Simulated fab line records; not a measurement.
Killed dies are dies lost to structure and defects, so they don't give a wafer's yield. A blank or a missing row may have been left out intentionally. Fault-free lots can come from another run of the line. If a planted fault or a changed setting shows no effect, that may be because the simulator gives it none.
Chamber matching -- flow sky130 -- 4 sister chambers for SKY_VIA3_ETCH_15 on rieDiel-03
The step etches SiO2 in C4F8/O2/Ar, stops on TiN, target depth 507 nm, time 78 s. 4 wafers are shown with their chamber, then 9 later ones without.

EACH WAFER AND ITS CHAMBER
wafer,chamber,oesProductAu (a.u.)
L086.4,3,0.950
L086.5,2,0.948
L089.1,0,0.951
L089.5,1,0.939

WAFERS WHOSE CHAMBER IS MISSING
wafer,oesProductAu (a.u.)
L090.1,0.941
L090.2,0.936
L090.3,0.946
L090.4,0.942
L090.5,0.942
L090.6,0.949
L095.2,0.948
L095.3,0.951
L095.4,0.939

WHICH CHAMBER EACH WENT THROUGH
wafer,from the rows above,in truth
L090.1,1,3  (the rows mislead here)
L090.2,1,1
L090.3,can't be placed: 2 or 3 or 0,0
L090.4,can't be placed: 1 or 2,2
L090.5,can't be placed: 1 or 2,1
L090.6,can't be placed: 2 or 3 or 0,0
L095.2,can't be placed: 2 or 3 or 0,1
L095.3,can't be placed: 0 or 3 or 2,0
L095.4,1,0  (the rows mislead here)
Correct placement for 1 of the 9. From these rows, 6 cannot be placed; in 5 the true chamber is one of the candidates. Number placed wrongly: 2.
How it was worked out, from the rows above alone: a wafer's distance from a chamber is the root of the sum, over the readings, of the square of ((its reading less the chamber's mean) divided by the reading's scatter). If the next closest chamber is less than 2 further off than the closest, the wafer can't be placed; otherwise it belongs to the closest. Each chamber's mean is taken over the wafers shown for it. The scatter (one wafer shown for each chamber): square how far every hidden wafer sits from the nearest shown wafer, average those squares and take the square root.
